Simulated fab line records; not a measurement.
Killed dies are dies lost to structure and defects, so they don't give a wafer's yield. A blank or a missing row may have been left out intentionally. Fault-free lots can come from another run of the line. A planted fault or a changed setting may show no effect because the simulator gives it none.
Commonality check across tools ; flow gf180mcu ; 13 lots, 39 wafers sampled

== THE REASON FOR OPENING IT ==
On 2 of the 13 lots, a flag is raised at GF_M2_CD_MEAS_14 on the reading cdNm. Wafers without a fault read 280.6 nm, standard deviation 1.5.
Rule: a lot is flagged when every wafer of it that has a number lies more than 4 standard deviations from that mean, or none has a number. The other lots count as sound.

lot;measured;on;cdNm (nm), wafer by wafer;flag
L541;day 20 01:13;cdSem-02;281.4 280.0 279.3;
L542;day 20 08:15;cdSem-02;281.6 282.7 283.0;
L543;day 20 16:11;cdSem-02;279.6 280.3 280.7;
L544;day 21 00:28;cdSem-02;278.9 278.7 278.2;
L546;day 21 16:38;cdSem-02;281.8 282.2 281.7;
L547;day 22 07:13;cdSem-02;280.8 281.7 281.0;
L548;day 22 15:44;cdSem-01;280.5 279.9 281.3;
L550;day 23 07:29;cdSem-02;278.8 278.1 279.0;
L551;day 23 14:32;cdSem-01;280.7 279.0 280.8;
L552;day 23 18:05;cdSem-02;281.2 280.9 282.5;
L556;day 25 05:38;cdSem-01;280.7 279.0 278.6;
L562;day 27 02:07;cdSem-01;271.0 270.2 271.8;FLAGGED
L563;day 27 08:26;cdSem-02;269.8 269.5 269.4;FLAGGED
On average the flagged lots' numbers are 270.3 nm, which is -10.3 nm against the usual, or -7 standard deviations.

== TOOL THAT RAN EACH LOT ==
The record holds 1 process step before the reading, out of a route of 602 steps. Every cell lists first the tool, next ch and the chambers used by the sampled wafers, and last the start.
lot;flag;GF_M2_SOFTBAKE_10
L541;;lithoTrack-04 ch 0, day 19 12:04
L542;;lithoTrack-01 ch 0, day 19 19:35
L543;;lithoTrack-02 ch 0, day 20 03:58
L544;;lithoTrack-02 ch 0, day 20 11:31
L546;;lithoTrack-01 ch 0, day 21 05:12
L547;;lithoTrack-04 ch 0, day 21 19:22
L548;;lithoTrack-04 ch 0, day 22 04:10
L550;;lithoTrack-04 ch 0, day 22 19:38
L551;;lithoTrack-02 ch 0, day 23 03:14
L552;;lithoTrack-01 ch 0, day 23 06:17
L556;;lithoTrack-04 ch 0, day 24 18:02
L562;FLAGGED;lithoTrack-04 ch 0, day 26 15:02
L563;FLAGGED;lithoTrack-04 ch 0, day 26 22:26
These steps, and what they do:
- GF_M2_SOFTBAKE_10: time 60 s.
- GF_M2_CD_MEAS_14: target cd 280 nm.

== FLAGGED AGAINST TOTAL, ONE TOOL AT A TIME (gauges that did the reading follow at the end) ==
step;tool;lots run;flagged;share of the flagged lots;sound lots run after its first flagged lot
GF_M2_SOFTBAKE_10;lithoTrack-01;3;0;none;-
GF_M2_SOFTBAKE_10;lithoTrack-02;3;0;none;-
GF_M2_SOFTBAKE_10;lithoTrack-04;7;2;all;0
GF_M2_CD_MEAS_14;cdSem-01;4;1;some;0
GF_M2_CD_MEAS_14;cdSem-02;9;1;some;0

== THE TABLE: WHAT IT ALLOWS ==
All flagged lots share 1 row of the table, namely lithoTrack-04 at GF_M2_SOFTBAKE_10.
- lithoTrack-04 at GF_M2_SOFTBAKE_10 ran 7 lots, 2 of them flagged. A fault beginning between L556 (day 24 18:02), its last sound lot, and L562 (day 26 15:02), its first flagged one, fits the data. Its own readings lie more than 4 standard deviations out on every wafer of the flagged lots: heaterPowerTotalW, plateTempC.
Just one tool remains: lithoTrack-04 at GF_M2_SOFTBAKE_10.

== WHAT THE SIMULATOR HAD INSERTED ==
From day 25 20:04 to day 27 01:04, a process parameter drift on lithoTrack-04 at GF_M2_SOFTBAKE_10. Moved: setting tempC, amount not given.
Shown lots that were struck: L562, L563. The same result came from the rule above.
